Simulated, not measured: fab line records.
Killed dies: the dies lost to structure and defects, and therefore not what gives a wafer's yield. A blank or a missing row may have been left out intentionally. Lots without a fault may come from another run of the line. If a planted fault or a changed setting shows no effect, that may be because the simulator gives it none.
fab line records || flow sky130
record: {"lots": 14, "wafers": 42, "lastDay": 50}
route steps=708 shown VT_ADJUST_HVTP@92 VT_ADJUST_NCORE@127 SONOS_TUNNEL@161 RES_PROTECT@209
lots with no fault: from the same line, run without faults
startH: hours from the record's opening day to when the first of the lot's shown wafers began || waitH: time in hours since the lot's previous step || " same as the row above || L1.1+2: several wafers, shown together as one row || - no value present, or no start provided || * or withheld: withheld || < > ~ a bound
route shown NAME@n: NAME is a module with steps in the file, n the number in the route of the first one || usual: mean/standard deviation of fault-free wafers || same: alike in all rows || chamber/n: place in a boat || sites: the reading at each site || _std_site: standard deviation of those values || _edge_site: outer sites' mean less inner sites' || radiusMm: for every site, how far away it sits from the centre of the wafer || mask NAME#n: copy n || behind: the last tool/chamber to shape the wafer || hold: why the lot went on hold/how many hours it stayed there/how the hold came to an end || device: names the non-switching transistor (n, p or np) || end of line: at the end of the route, the tests of the same wafers || a step given without rows: its recipe and nothing more || killed: not the wafer's yield, but the dies lost to structure and defects at the first sort || map: a wafer's dies, x killed, . not, _ none there
set.NAME: setting as actually run; set.NAME@STEP: the setting as run at that earlier step || model.NAME: the simulator's own value behind a step, which no gauge read
steps of the route over a sample of lots; a table a step, a row a wafer
== steps ==
step: SKY_VT_ADJUST_HVTP_CD_MEAS_07
recipe: {"targetCdNm": 380}
usual: {"cdNm": "380.1/2.6"}
{"lot.wafer": "L889.2", "tool": "cdSem-01", "chamber": "-", "startH": 124.09, "waitH": 0.1, "cdNm": 379.8}
{"lot.wafer": "L889.3", "tool": "cdSem-01", "chamber": "-", "startH": 124.09, "waitH": 0.1, "cdNm": 380.3}
{"lot.wafer": "L889.5", "tool": "cdSem-01", "chamber": "-", "startH": 124.09, "waitH": 0.1, "cdNm": 380.3}
{"lot.wafer": "L891.2", "tool": "cdSem-02", "chamber": "-", "startH": 135.70, "waitH": 0.1, "cdNm": 374.6}
{"lot.wafer": "L891.3", "tool": "cdSem-02", "chamber": "-", "startH": 135.70, "waitH": 0.1, "cdNm": 377.7}
{"lot.wafer": "L891.4", "tool": "cdSem-02", "chamber": "-", "startH": 135.70, "waitH": 0.1, "cdNm": 378.4}
{"lot.wafer": "L892.1", "tool": "cdSem-02", "chamber": "-", "startH": 142.68, "waitH": 0.1, "cdNm": 380.9}
{"lot.wafer": "L892.4", "tool": "cdSem-02", "chamber": "-", "startH": 142.68, "waitH": 0.1, "cdNm": 380.1}
{"lot.wafer": "L892.5", "tool": "cdSem-02", "chamber": "-", "startH": 142.68, "waitH": 0.1, "cdNm": 380.4}
{"lot.wafer": "L893.1", "tool": "cdSem-01", "chamber": "-", "startH": 146.92, "waitH": 0.1, "cdNm": 379.0}
{"lot.wafer": "L893.2", "tool": "cdSem-01", "chamber": "-", "startH": 146.92, "waitH": 0.1, "cdNm": 381.8}
{"lot.wafer": "L893.4", "tool": "cdSem-01", "chamber": "-", "startH": 146.92, "waitH": 0.1, "cdNm": 377.8}
{"lot.wafer": "L894.1", "tool": "cdSem-02", "chamber": "-", "startH": 161.92, "waitH": 0.1, "cdNm": 377.8}
{"lot.wafer": "L894.2", "tool": "cdSem-02", "chamber": "-", "startH": 161.92, "waitH": 0.1, "cdNm": 379.5}
{"lot.wafer": "L894.5", "tool": "cdSem-02", "chamber": "-", "startH": 161.92, "waitH": 0.1, "cdNm": 381.2}
{"lot.wafer": "L896.3", "tool": "cdSem-01", "chamber": "-", "startH": 163.97, "waitH": 0.1, "cdNm": 383.4}
{"lot.wafer": "L896.4", "tool": "cdSem-01", "chamber": "-", "startH": 163.97, "waitH": 0.1, "cdNm": 384.2}
{"lot.wafer": "L896.5", "tool": "cdSem-01", "chamber": "-", "startH": 163.97, "waitH": 0.1, "cdNm": 383.1}
{"lot.wafer": "L897.3", "tool": "cdSem-02", "chamber": "-", "startH": 171.57, "waitH": 0.1, "cdNm": 378.3}
{"lot.wafer": "L897.5", "tool": "cdSem-02", "chamber": "-", "startH": 171.57, "waitH": 0.1, "cdNm": 381.9}
{"lot.wafer": "L897.6", "tool": "cdSem-02", "chamber": "-", "startH": 171.57, "waitH": 0.1, "cdNm": 381.1}
{"lot.wafer": "L898.1", "tool": "cdSem-02", "chamber": "-", "startH": 182.33, "waitH": 0.1, "cdNm": 382.8}
{"lot.wafer": "L898.2", "tool": "cdSem-02", "chamber": "-", "startH": 182.33, "waitH": 0.1, "cdNm": 384.1}
{"lot.wafer": "L898.6", "tool": "cdSem-02", "chamber": "-", "startH": 182.33, "waitH": 0.1, "cdNm": 382.4}
{"lot.wafer": "L901.3", "tool": "cdSem-02", "chamber": "-", "startH": 198.76, "waitH": 0.1, "cdNm": 384.7}
{"lot.wafer": "L901.4", "tool": "cdSem-02", "chamber": "-", "startH": 198.76, "waitH": 0.1, "cdNm": 384.2}
{"lot.wafer": "L901.5", "tool": "cdSem-02", "chamber": "-", "startH": 198.76, "waitH": 0.1, "cdNm": 381.7}
{"lot.wafer": "L904.1", "tool": "cdSem-01", "chamber": "-", "startH": 215.17, "waitH": 0.1, "cdNm": 377.1}
{"lot.wafer": "L904.2", "tool": "cdSem-01", "chamber": "-", "startH": 215.17, "waitH": 0.1, "cdNm": 379.7}
{"lot.wafer": "L904.6", "tool": "cdSem-01", "chamber": "-", "startH": 215.17, "waitH": 0.1, "cdNm": 377.2}
{"lot.wafer": "L905.4", "tool": "cdSem-02", "chamber": "-", "startH": 223.48, "waitH": 0.1, "cdNm": 384.5}
{"lot.wafer": "L905.5", "tool": "cdSem-02", "chamber": "-", "startH": 223.48, "waitH": 0.1, "cdNm": 383.6}
{"lot.wafer": "L905.6", "tool": "cdSem-02", "chamber": "-", "startH": 223.48, "waitH": 0.1, "cdNm": 384.2}
{"lot.wafer": "L906.2", "tool": "cdSem-02", "chamber": "-", "startH": 228.90, "waitH": 0.1, "cdNm": 379.7}
{"lot.wafer": "L906.4", "tool": "cdSem-02", "chamber": "-", "startH": 228.90, "waitH": 0.1, "cdNm": 383.8}
{"lot.wafer": "L906.6", "tool": "cdSem-02", "chamber": "-", "startH": 228.90, "waitH": 0.1, "cdNm": 382.3}
{"lot.wafer": "L908.4", "tool": "cdSem-01", "chamber": "-", "startH": 244.54, "waitH": 0.1, "cdNm": 382.8}
{"lot.wafer": "L908.5", "tool": "cdSem-01", "chamber": "-", "startH": 244.54, "waitH": 0.1, "cdNm": 380.7}
{"lot.wafer": "L908.6", "tool": "cdSem-01", "chamber": "-", "startH": 244.54, "waitH": 0.1, "cdNm": 379.8}
{"lot.wafer": "L912.1", "tool": "cdSem-02", "chamber": "-", "startH": 268.53, "waitH": 0.1, "cdNm": 382.4}
{"lot.wafer": "L912.2", "tool": "cdSem-02", "chamber": "-", "startH": 268.53, "waitH": 0.1, "cdNm": 381.9}
{"lot.wafer": "L912.6", "tool": "cdSem-02", "chamber": "-", "startH": 268.53, "waitH": 0.1, "cdNm": 381.2}
step: SKY_VT_ADJUST_NCORE_OVL_MEAS_08
usual: {"VT_ADJUST_NCORE_OVL": "0.7/1.7"}
{"lot.wafer": "L889.2", "tool": "overlay-01", "chamber": "-", "startH": 185.85, "waitH": 0.1, "VT_ADJUST_NCORE_OVL[nm]": -0.8}
{"lot.wafer": "L889.3", "tool": "overlay-01", "chamber": "-", "startH": 185.85, "waitH": 0.1, "VT_ADJUST_NCORE_OVL[nm]": -4.1}
{"lot.wafer": "L889.5", "tool": "overlay-01", "chamber": "-", "startH": 185.85, "waitH": 0.1, "VT_ADJUST_NCORE_OVL[nm]": -1.4}
{"lot.wafer": "L891.2", "tool": "overlay-01", "chamber": "-", "startH": 197.00, "waitH": 0.1, "VT_ADJUST_NCORE_OVL[nm]": 2.1}
{"lot.wafer": "L891.3", "tool": "overlay-01", "chamber": "-", "startH": 197.00, "waitH": 0.1, "VT_ADJUST_NCORE_OVL[nm]": 2.3}
{"lot.wafer": "L891.4", "tool": "overlay-01", "chamber": "-", "startH": 197.00, "waitH": 0.1, "VT_ADJUST_NCORE_OVL[nm]": 0.7}
{"lot.wafer": "L892.1", "tool": "overlay-01", "chamber": "-", "startH": 204.94, "waitH": 0.1, "VT_ADJUST_NCORE_OVL[nm]": 4.1}
{"lot.wafer": "L892.4", "tool": "overlay-01", "chamber": "-", "startH": 204.94, "waitH": 0.1, "VT_ADJUST_NCORE_OVL[nm]": 3.4}
{"lot.wafer": "L892.5", "tool": "overlay-01", "chamber": "-", "startH": 204.94, "waitH": 0.1, "VT_ADJUST_NCORE_OVL[nm]": 2.3}
{"lot.wafer": "L893.1", "tool": "overlay-01", "chamber": "-", "startH": 209.19, "waitH": 0.1, "VT_ADJUST_NCORE_OVL[nm]": 0.6}
{"lot.wafer": "L893.2", "tool": "overlay-01", "chamber": "-", "startH": 209.19, "waitH": 0.1, "VT_ADJUST_NCORE_OVL[nm]": 1.4}
{"lot.wafer": "L893.4", "tool": "overlay-01", "chamber": "-", "startH": 209.19, "waitH": 0.1, "VT_ADJUST_NCORE_OVL[nm]": 1.9}
{"lot.wafer": "L894.1", "tool": "overlay-02", "chamber": "-", "startH": 225.39, "waitH": 0.1, "VT_ADJUST_NCORE_OVL[nm]": 0.8}
{"lot.wafer": "L894.2", "tool": "overlay-02", "chamber": "-", "startH": 225.39, "waitH": 0.1, "VT_ADJUST_NCORE_OVL[nm]": -0.2}
{"lot.wafer": "L894.5", "tool": "overlay-02", "chamber": "-", "startH": 225.39, "waitH": 0.1, "VT_ADJUST_NCORE_OVL[nm]": 1.4}
{"lot.wafer": "L896.3", "tool": "overlay-01", "chamber": "-", "startH": 229.55, "waitH": 0.1, "VT_ADJUST_NCORE_OVL[nm]": -0.6}
{"lot.wafer": "L896.4", "tool": "overlay-01", "chamber": "-", "startH": 229.55, "waitH": 0.1, "VT_ADJUST_NCORE_OVL[nm]": 0.3}
{"lot.wafer": "L896.5", "tool": "overlay-01", "chamber": "-", "startH": 229.55, "waitH": 0.1, "VT_ADJUST_NCORE_OVL[nm]": -1.8}
{"lot.wafer": "L897.3", "tool": "overlay-02", "chamber": "-", "startH": 236.19, "waitH": 0.1, "VT_ADJUST_NCORE_OVL[nm]": 0.2}
{"lot.wafer": "L897.5", "tool": "overlay-02", "chamber": "-", "startH": 236.19, "waitH": 0.1, "VT_ADJUST_NCORE_OVL[nm]": -1.4}
{"lot.wafer": "L897.6", "tool": "overlay-02", "chamber": "-", "startH": 236.19, "waitH": 0.1, "VT_ADJUST_NCORE_OVL[nm]": 2.2}
{"lot.wafer": "L898.1", "tool": "overlay-02", "chamber": "-", "startH": 249.14, "waitH": 0.1, "VT_ADJUST_NCORE_OVL[nm]": 3.1}
{"lot.wafer": "L898.2", "tool": "overlay-02", "chamber": "-", "startH": 249.14, "waitH": 0.1, "VT_ADJUST_NCORE_OVL[nm]": 2.6}
{"lot.wafer": "L898.6", "tool": "overlay-02", "chamber": "-", "startH": 249.14, "waitH": 0.1, "VT_ADJUST_NCORE_OVL[nm]": 2.5}
{"lot.wafer": "L901.3", "tool": "overlay-01", "chamber": "-", "startH": 267.64, "waitH": 0.1, "VT_ADJUST_NCORE_OVL[nm]": -1.4}
{"lot.wafer": "L901.4", "tool": "overlay-01", "chamber": "-", "startH": 267.64, "waitH": 0.1, "VT_ADJUST_NCORE_OVL[nm]": 0.1}
{"lot.wafer": "L901.5", "tool": "overlay-01", "chamber": "-", "startH": 267.64, "waitH": 0.1, "VT_ADJUST_NCORE_OVL[nm]": 1.3}
{"lot.wafer": "L904.1", "tool": "overlay-01", "chamber": "-", "startH": 286.64, "waitH": 0.1, "VT_ADJUST_NCORE_OVL[nm]": -1.0}
{"lot.wafer": "L904.2", "tool": "overlay-01", "chamber": "-", "startH": 286.64, "waitH": 0.1, "VT_ADJUST_NCORE_OVL[nm]": -1.1}
{"lot.wafer": "L904.6", "tool": "overlay-01", "chamber": "-", "startH": 286.64, "waitH": 0.1, "VT_ADJUST_NCORE_OVL[nm]": -1.0}
{"lot.wafer": "L905.4", "tool": "overlay-02", "chamber": "-", "startH": 293.66, "waitH": 0.1, "VT_ADJUST_NCORE_OVL[nm]": -1.1}
{"lot.wafer": "L905.5", "tool": "overlay-02", "chamber": "-", "startH": 293.66, "waitH": 0.1, "VT_ADJUST_NCORE_OVL[nm]": 0.4}
{"lot.wafer": "L905.6", "tool": "overlay-02", "chamber": "-", "startH": 293.66, "waitH": 0.1, "VT_ADJUST_NCORE_OVL[nm]": 0.7}
{"lot.wafer": "L906.2", "tool": "overlay-01", "chamber": "-", "startH": 300.68, "waitH": 0.1, "VT_ADJUST_NCORE_OVL[nm]": 0.5}
{"lot.wafer": "L906.4", "tool": "overlay-01", "chamber": "-", "startH": 300.68, "waitH": 0.1, "VT_ADJUST_NCORE_OVL[nm]": -0.6}
{"lot.wafer": "L906.6", "tool": "overlay-01", "chamber": "-", "startH": 300.68, "waitH": 0.1, "VT_ADJUST_NCORE_OVL[nm]": -0.2}
{"lot.wafer": "L908.4", "tool": "overlay-01", "chamber": "-", "startH": 319.26, "waitH": 0.1, "VT_ADJUST_NCORE_OVL[nm]": -1.0}
{"lot.wafer": "L908.5", "tool": "overlay-01", "chamber": "-", "startH": 319.26, "waitH": 0.1, "VT_ADJUST_NCORE_OVL[nm]": -0.2}
{"lot.wafer": "L908.6", "tool": "overlay-01", "chamber": "-", "startH": 319.26, "waitH": 0.1, "VT_ADJUST_NCORE_OVL[nm]": -0.4}
{"lot.wafer": "L912.1", "tool": "overlay-02", "chamber": "-", "startH": 346.62, "waitH": 0.1, "VT_ADJUST_NCORE_OVL[nm]": 1.8}
{"lot.wafer": "L912.2", "tool": "overlay-02", "chamber": "-", "startH": 346.62, "waitH": 0.1, "VT_ADJUST_NCORE_OVL[nm]": 1.5}
{"lot.wafer": "L912.6", "tool": "overlay-02", "chamber": "-", "startH": 346.62, "waitH": 0.1, "VT_ADJUST_NCORE_OVL[nm]": 2.4}
step: SKY_SONOS_TUNNEL_CD_MEAS_07
recipe: {"targetCdNm": 410}
usual: {"cdNm": "410.3/1.9"}
{"lot.wafer": "L889.2", "tool": "cdSem-02", "chamber": "-", "startH": 252.28, "waitH": 0.1, "cdNm": 412.4}
{"lot.wafer": "L889.3", "tool": "cdSem-02", "chamber": "-", "startH": 252.28, "waitH": 0.1, "cdNm": 409.5}
{"lot.wafer": "L889.5", "tool": "cdSem-02", "chamber": "-", "startH": 252.28, "waitH": 0.1, "cdNm": 413.5}
{"lot.wafer": "L891.2", "tool": "cdSem-02", "chamber": "-", "startH": 265.94, "waitH": 0.1, "cdNm": 409.9}
{"lot.wafer": "L891.3", "tool": "cdSem-02", "chamber": "-", "startH": 265.94, "waitH": 0.1, "cdNm": 409.9}
{"lot.wafer": "L891.4", "tool": "cdSem-02", "chamber": "-", "startH": 265.94, "waitH": 0.1, "cdNm": 407.5}
{"lot.wafer": "L892.1", "tool": "cdSem-01", "chamber": "-", "startH": 274.12, "waitH": 0.1, "cdNm": 407.4}
{"lot.wafer": "L892.4", "tool": "cdSem-01", "chamber": "-", "startH": 274.12, "waitH": 0.1, "cdNm": 410.2}
{"lot.wafer": "L892.5", "tool": "cdSem-01", "chamber": "-", "startH": 274.12, "waitH": 0.1, "cdNm": 407.7}
{"lot.wafer": "L893.1", "tool": "cdSem-01", "chamber": "-", "startH": 278.22, "waitH": 0.1, "cdNm": 407.9}
{"lot.wafer": "L893.2", "tool": "cdSem-01", "chamber": "-", "startH": 278.22, "waitH": 0.1, "cdNm": 409.1}
{"lot.wafer": "L893.4", "tool": "cdSem-01", "chamber": "-", "startH": 278.22, "waitH": 0.1, "cdNm": 410.2}
{"lot.wafer": "L894.1", "tool": "cdSem-01", "chamber": "-", "startH": 296.42, "waitH": 0.1, "cdNm": 412.8}
{"lot.wafer": "L894.2", "tool": "cdSem-01", "chamber": "-", "startH": 296.42, "waitH": 0.1, "cdNm": 414.5}
{"lot.wafer": "L894.5", "tool": "cdSem-01", "chamber": "-", "startH": 296.42, "waitH": 0.1, "cdNm": 414.2}
{"lot.wafer": "L896.3", "tool": "cdSem-01", "chamber": "-", "startH": 301.82, "waitH": 0.1, "cdNm": 408.8}
{"lot.wafer": "L896.4", "tool": "cdSem-01", "chamber": "-", "startH": 301.82, "waitH": 0.1, "cdNm": 407.7}
{"lot.wafer": "L896.5", "tool": "cdSem-01", "chamber": "-", "startH": 301.82, "waitH": 0.1, "cdNm": 410.2}
{"lot.wafer": "L897.3", "tool": "cdSem-01", "chamber": "-", "startH": 309.36, "waitH": 0.1, "cdNm": 410.8}
{"lot.wafer": "L897.5", "tool": "cdSem-01", "chamber": "-", "startH": 309.36, "waitH": 0.1, "cdNm": 408.4}
{"lot.wafer": "L897.6", "tool": "cdSem-01", "chamber": "-", "startH": 309.36, "waitH": 0.1, "cdNm": 409.8}
{"lot.wafer": "L898.1", "tool": "cdSem-02", "chamber": "-", "startH": 321.13, "waitH": 0.1, "cdNm": 413.0}
{"lot.wafer": "L898.2", "tool": "cdSem-02", "chamber": "-", "startH": 321.13, "waitH": 0.1, "cdNm": 412.4}
{"lot.wafer": "L898.6", "tool": "cdSem-02", "chamber": "-", "startH": 321.13, "waitH": 0.1, "cdNm": 412.0}
{"lot.wafer": "L901.3", "tool": "cdSem-02", "chamber": "-", "startH": 345.04, "waitH": 0.1, "cdNm": 407.2}
{"lot.wafer": "L901.4", "tool": "cdSem-02", "chamber": "-", "startH": 345.04, "waitH": 0.1, "cdNm": 410.2}
{"lot.wafer": "L901.5", "tool": "cdSem-02", "chamber": "-", "startH": 345.04, "waitH": 0.1, "cdNm": 410.8}
{"lot.wafer": "L904.1", "tool": "cdSem-01", "chamber": "-", "startH": 365.40, "waitH": 0.1, "cdNm": 407.8}
{"lot.wafer": "L904.2", "tool": "cdSem-01", "chamber": "-", "startH": 365.40, "waitH": 0.1, "cdNm": 408.6}
{"lot.wafer": "L904.6", "tool": "cdSem-01", "chamber": "-", "startH": 365.40, "waitH": 0.1, "cdNm": 410.1}
{"lot.wafer": "L905.4", "tool": "cdSem-01", "chamber": "-", "startH": 374.76, "waitH": 0.1, "cdNm": 409.4}
{"lot.wafer": "L905.5", "tool": "cdSem-01", "chamber": "-", "startH": 374.76, "waitH": 0.1, "cdNm": 408.7}
{"lot.wafer": "L905.6", "tool": "cdSem-01", "chamber": "-", "startH": 374.76, "waitH": 0.1, "cdNm": 407.6}
{"lot.wafer": "L906.2", "tool": "cdSem-02", "chamber": "-", "startH": 381.42, "waitH": 0.1, "cdNm": 410.1}
{"lot.wafer": "L906.4", "tool": "cdSem-02", "chamber": "-", "startH": 381.42, "waitH": 0.1, "cdNm": 411.9}
{"lot.wafer": "L906.6", "tool": "cdSem-02", "chamber": "-", "startH": 381.42, "waitH": 0.1, "cdNm": 412.5}
{"lot.wafer": "L908.4", "tool": "cdSem-01", "chamber": "-", "startH": 403.44, "waitH": 0.1, "cdNm": 411.0}
{"lot.wafer": "L908.5", "tool": "cdSem-01", "chamber": "-", "startH": 403.44, "waitH": 0.1, "cdNm": 409.1}
{"lot.wafer": "L908.6", "tool": "cdSem-01", "chamber": "-", "startH": 403.44, "waitH": 0.1, "cdNm": 410.6}
{"lot.wafer": "L912.1", "tool": "cdSem-02", "chamber": "-", "startH": 434.83, "waitH": 0.1, "cdNm": 409.0}
{"lot.wafer": "L912.2", "tool": "cdSem-02", "chamber": "-", "startH": 434.83, "waitH": 0.1, "cdNm": 407.2}
{"lot.wafer": "L912.6", "tool": "cdSem-02", "chamber": "-", "startH": 434.83, "waitH": 0.1, "cdNm": 408.6}
step: SKY_RES_PROTECT_SOFTBAKE_03
recipe: {"tempC": 90, "timeS": 60, "resist": "NOVOLAK"}
usual: {"heaterPowerTotalW": "56.60/0.044", "runLengthS": "89.33/0.22"}
{"lot.wafer": "L889.2", "tool": "lithoTrack-04", "chamber": 0, "startH": 340.10, "waitH": 0.1, "heaterPowerTotalW": 56.64, "runLengthS": 89.06}
{"lot.wafer": "L889.3", "tool": "lithoTrack-04", "chamber": 0, "startH": 340.10, "waitH": 0.1, "heaterPowerTotalW": 56.65, "runLengthS": 89.03}
{"lot.wafer": "L889.5", "tool": "lithoTrack-04", "chamber": 0, "startH": 340.10, "waitH": 0.1, "heaterPowerTotalW": 56.53, "runLengthS": 89.27}
{"lot.wafer": "L891.2", "tool": "lithoTrack-03", "chamber": 0, "startH": 344.94, "waitH": 0.1, "heaterPowerTotalW": 56.71, "runLengthS": 89.50}
{"lot.wafer": "L891.3", "tool": "lithoTrack-03", "chamber": 0, "startH": 344.94, "waitH": 0.1, "heaterPowerTotalW": 56.57, "runLengthS": 89.54}
{"lot.wafer": "L891.4", "tool": "lithoTrack-03", "chamber": 0, "startH": 344.94, "waitH": 0.1, "heaterPowerTotalW": 56.52, "runLengthS": 89.52}
{"lot.wafer": "L892.1", "tool": "lithoTrack-03", "chamber": 0, "startH": 350.22, "waitH": 0.1, "heaterPowerTotalW": 56.61, "runLengthS": 89.79}
{"lot.wafer": "L892.4", "tool": "lithoTrack-03", "chamber": 0, "startH": 350.22, "waitH": 0.1, "heaterPowerTotalW": 56.58, "runLengthS": 89.71}
{"lot.wafer": "L892.5", "tool": "lithoTrack-03", "chamber": 0, "startH": 350.22, "waitH": 0.1, "heaterPowerTotalW": 56.62, "runLengthS": 89.37}
{"lot.wafer": "L893.1", "tool": "lithoTrack-04", "chamber": 0, "startH": 353.08, "waitH": 0.1, "heaterPowerTotalW": 56.63, "runLengthS": 89.19}
{"lot.wafer": "L893.2", "tool": "lithoTrack-04", "chamber": 0, "startH": 353.08, "waitH": 0.1, "heaterPowerTotalW": 56.62, "runLengthS": 89.11}
{"lot.wafer": "L893.4", "tool": "lithoTrack-04", "chamber": 0, "startH": 353.08, "waitH": 0.1, "heaterPowerTotalW": 56.59, "runLengthS": 89.05}
{"lot.wafer": "L894.1", "tool": "lithoTrack-03", "chamber": 0, "startH": 376.72, "waitH": 0.1, "heaterPowerTotalW": 56.64, "runLengthS": 89.56}
{"lot.wafer": "L894.2", "tool": "lithoTrack-03", "chamber": 0, "startH": 376.72, "waitH": 0.1, "heaterPowerTotalW": 56.66, "runLengthS": 89.55}
{"lot.wafer": "L894.5", "tool": "lithoTrack-03", "chamber": 0, "startH": 376.72, "waitH": 0.1, "heaterPowerTotalW": 56.66, "runLengthS": 89.42}
{"lot.wafer": "L896.3", "tool": "lithoTrack-03", "chamber": 0, "startH": 381.67, "waitH": 0.1, "heaterPowerTotalW": 56.64, "runLengthS": 89.56}
{"lot.wafer": "L896.4", "tool": "lithoTrack-03", "chamber": 0, "startH": 381.67, "waitH": 0.1, "heaterPowerTotalW": 56.62, "runLengthS": 89.41}
{"lot.wafer": "L896.5", "tool": "lithoTrack-03", "chamber": 0, "startH": 381.67, "waitH": 0.1, "heaterPowerTotalW": 56.55, "runLengthS": 89.66}
{"lot.wafer": "L897.3", "tool": "lithoTrack-04", "chamber": 0, "startH": 388.83, "waitH": 0.1, "heaterPowerTotalW": 56.69, "runLengthS": 89.18}
{"lot.wafer": "L897.5", "tool": "lithoTrack-04", "chamber": 0, "startH": 388.83, "waitH": 0.1, "heaterPowerTotalW": 56.52, "runLengthS": 89.21}
{"lot.wafer": "L897.6", "tool": "lithoTrack-04", "chamber": 0, "startH": 388.83, "waitH": 0.1, "heaterPowerTotalW": 56.52, "runLengthS": 89.13}
{"lot.wafer": "L898.1", "tool": "lithoTrack-02", "chamber": 0, "startH": 402.42, "waitH": 0.1, "heaterPowerTotalW": 56.62, "runLengthS": 89.04}
{"lot.wafer": "L898.2", "tool": "lithoTrack-02", "chamber": 0, "startH": 402.42, "waitH": 0.1, "heaterPowerTotalW": 56.62, "runLengthS": 89.03}
{"lot.wafer": "L898.6", "tool": "lithoTrack-02", "chamber": 0, "startH": 402.42, "waitH": 0.1, "heaterPowerTotalW": 56.62, "runLengthS": 89.28}
{"lot.wafer": "L901.3", "tool": "lithoTrack-02", "chamber": 0, "startH": 431.47, "waitH": 0.1, "heaterPowerTotalW": 56.66, "runLengthS": 89.16}
{"lot.wafer": "L901.4", "tool": "lithoTrack-02", "chamber": 0, "startH": 431.47, "waitH": 0.1, "heaterPowerTotalW": 56.53, "runLengthS": 89.16}
{"lot.wafer": "L901.5", "tool": "lithoTrack-02", "chamber": 0, "startH": 431.47, "waitH": 0.1, "heaterPowerTotalW": 56.54, "runLengthS": 89.09}
{"lot.wafer": "L904.1", "tool": "lithoTrack-04", "chamber": 0, "startH": 452.83, "waitH": 0.1, "heaterPowerTotalW": 56.67, "runLengthS": 89.09}
{"lot.wafer": "L904.2", "tool": "lithoTrack-04", "chamber": 0, "startH": 452.83, "waitH": 0.1, "heaterPowerTotalW": 56.58, "runLengthS": 89.27}
{"lot.wafer": "L904.6", "tool": "lithoTrack-04", "chamber": 0, "startH": 452.83, "waitH": 0.1, "heaterPowerTotalW": 56.65, "runLengthS": 89.25}
{"lot.wafer": "L905.4", "tool": "lithoTrack-03", "chamber": 0, "startH": 461.09, "waitH": 0.1, "heaterPowerTotalW": 59.20, "runLengthS": 82.24}
{"lot.wafer": "L905.5", "tool": "lithoTrack-03", "chamber": 0, "startH": 461.09, "waitH": 0.1, "heaterPowerTotalW": 59.15, "runLengthS": 82.48}
{"lot.wafer": "L905.6", "tool": "lithoTrack-03", "chamber": 0, "startH": 461.09, "waitH": 0.1, "heaterPowerTotalW": 59.17, "runLengthS": 82.26}
{"lot.wafer": "L906.2", "tool": "lithoTrack-03", "chamber": 0, "startH": 468.79, "waitH": 0.1, "heaterPowerTotalW": 59.12, "runLengthS": 82.19}
{"lot.wafer": "L906.4", "tool": "lithoTrack-03", "chamber": 0, "startH": 468.79, "waitH": 0.1, "heaterPowerTotalW": 59.19, "runLengthS": 82.42}
{"lot.wafer": "L906.6", "tool": "lithoTrack-03", "chamber": 0, "startH": 468.79, "waitH": 0.1, "heaterPowerTotalW": 59.16, "runLengthS": 82.25}
{"lot.wafer": "L908.4", "tool": "lithoTrack-02", "chamber": 0, "startH": 492.99, "waitH": 0.1, "heaterPowerTotalW": 56.59, "runLengthS": 89.30}
{"lot.wafer": "L908.5", "tool": "lithoTrack-02", "chamber": 0, "startH": 492.99, "waitH": 0.1, "heaterPowerTotalW": 56.66, "runLengthS": 89.11}
{"lot.wafer": "L908.6", "tool": "lithoTrack-02", "chamber": 0, "startH": 492.99, "waitH": 0.1, "heaterPowerTotalW": 56.56, "runLengthS": 89.17}
{"lot.wafer": "L912.1", "tool": "lithoTrack-04", "chamber": 0, "startH": 523.88, "waitH": 0.1, "heaterPowerTotalW": 56.61, "runLengthS": 89.12}
{"lot.wafer": "L912.2", "tool": "lithoTrack-04", "chamber": 0, "startH": 523.88, "waitH": 0.1, "heaterPowerTotalW": 56.62, "runLengthS": 89.24}
{"lot.wafer": "L912.6", "tool": "lithoTrack-04", "chamber": 0, "startH": 523.88, "waitH": 0.1, "heaterPowerTotalW": 56.55, "runLengthS": 89.05}
== key ==
firstSign: {"step": "SKY_RES_PROTECT_SOFTBAKE_03", "reading": "heaterPowerTotalW", "direction": "up", "sigmas": 58, "usual": "*", "struck": "*"}
effect: {"step": "SKY_RES_PROTECT_SOFTBAKE_03", "reading": "runLengthS", "direction": "down", "sigmas": 32, "usual": "*", "struck": "*"}
metAt SKY_RES_PROTECT_SOFTBAKE_03
struckLots L905,L906
testerLeftOut L905,L906
notActingAt SKY_VT_ADJUST_HVTP_CD_MEAS_07,SKY_VT_ADJUST_NCORE_OVL_MEAS_08,SKY_SONOS_TUNNEL_CD_MEAS_07
onsetBetween 381.67 461.09
fault: {"kind": "processParameterDrift", "tool": "lithoTrack-03", "chamber": "-", "onsetH": 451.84, "steps": "SKY_RES_PROTECT_SOFTBAKE_03", "channel": "timeS", "offset": "*", "shape": "step", "endH": 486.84, "actsIn": "*", "stated": "*"}
testerLeftOut: of these lots the tester's yield and bins aren't shown, on N5 and GAA mostly nor the transistor test; their killed dies are dies lost to structure and defects alone, not to doping, threshold or leakage, so they don't give the yield
